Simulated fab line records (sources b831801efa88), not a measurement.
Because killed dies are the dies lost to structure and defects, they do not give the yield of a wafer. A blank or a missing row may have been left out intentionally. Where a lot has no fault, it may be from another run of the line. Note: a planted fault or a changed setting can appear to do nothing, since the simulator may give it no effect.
Shared-tool check    flow sky130    Lots sampled 9, wafers sampled 27

## THE REASON FOR OPENING IT
At SKY_FIELD_ISO_THK_MEAS_04 the reading FIELD_ISO_CVD_03_THK is flagged on 4 of 9 lots. Wafers without a fault read 164.6 nm, standard deviation 1.5.
Rule: a lot gets a flag if all its wafers with a number sit over 4 standard deviations from that mean, or if no wafer of it has a number. As for the other lots, they are considered sound.

lot   measured     on             FIELD_ISO_CVD_03_THK (nm), wafer by wafer  flag
L409  day 1 15:13  film_metro-04  166.4 166.2 167.2                          
L410  day 1 18:53  film_metro-04  163.3 163.8 165.1                          
L411  day 2 00:57  film_metro-01  161.6 162.0 161.3                          
L412  day 2 05:21  film_metro-01  166.5 166.0 166.4                          
L413  day 2 11:49  film_metro-02  145.5 145.2 147.4                          FLAGGED
L414  day 2 15:05  film_metro-01  148.0 147.9 147.8                          FLAGGED
L415  day 2 21:31  film_metro-02  147.0 147.2 147.1                          FLAGGED
L417  day 3 06:40  film_metro-04  149.5 148.6 149.9                          FLAGGED
L424  day 4 17:23  film_metro-04  162.2 162.9 162.3                          
Average over the flagged lots: 147.6 nm; offset from the usual -17.0 nm, equal to -11 standard deviations.

## TOOL THAT RAN EACH LOT
The record keeps 1 process step preceding the reading, out of 708 steps on the route. Each cell gives the tool, then ch followed by the chambers the sampled wafers passed through, then the start.
lot   flag     SKY_FIELD_ISO_CVD_03
L409           lpcvd-02 ch 1, day 1 13:26
L410           lpcvd-02 ch 1, day 1 17:05
L411           lpcvd-02 ch 0, day 1 23:09
L412           lpcvd-02 ch 1, day 2 03:34
L413  FLAGGED  lpcvd-02 ch 0, day 2 10:02
L414  FLAGGED  lpcvd-02 ch 0, day 2 13:17
L415  FLAGGED  lpcvd-02 ch 0, day 2 19:43
L417  FLAGGED  lpcvd-02 ch 0, day 3 04:53
L424           lpcvd-02 ch 1, day 4 15:36
What is done by these steps:
- SKY_FIELD_ISO_CVD_03: deposits Si3N4 from DCS/NH3, target thk 165 nm, time 2830 s.
- SKY_FIELD_ISO_THK_MEAS_04

## FLAGGED AGAINST TOTAL, ONE TOOL AT A TIME (gauges that did the reading follow at the end)
step                       tool           lots run  flagged  share of the flagged lots  sound lots run after its first flagged lot
SKY_FIELD_ISO_CVD_03       lpcvd-02       9         4        all                        1 (L424)
SKY_FIELD_ISO_THK_MEAS_04  film_metro-01  3         1        some                       0
SKY_FIELD_ISO_THK_MEAS_04  film_metro-02  2         2        some                       0
SKY_FIELD_ISO_THK_MEAS_04  film_metro-04  4         1        some                       1 (L424)

## WHAT THE TABLE ALLOWS
In the table, 1 row covers all flagged lots: lpcvd-02 at SKY_FIELD_ISO_CVD_03.
- lpcvd-02 at SKY_FIELD_ISO_CVD_03 ran 9 lots, 4 of them flagged. After the first flagged lot (L424), sound lots still ran on it; a lasting fault on the whole tool would not permit that.
Not one row of the table ran every flagged lot while running no sound lot after the first.

## WHAT THE SIMULATOR HAD PUT IN
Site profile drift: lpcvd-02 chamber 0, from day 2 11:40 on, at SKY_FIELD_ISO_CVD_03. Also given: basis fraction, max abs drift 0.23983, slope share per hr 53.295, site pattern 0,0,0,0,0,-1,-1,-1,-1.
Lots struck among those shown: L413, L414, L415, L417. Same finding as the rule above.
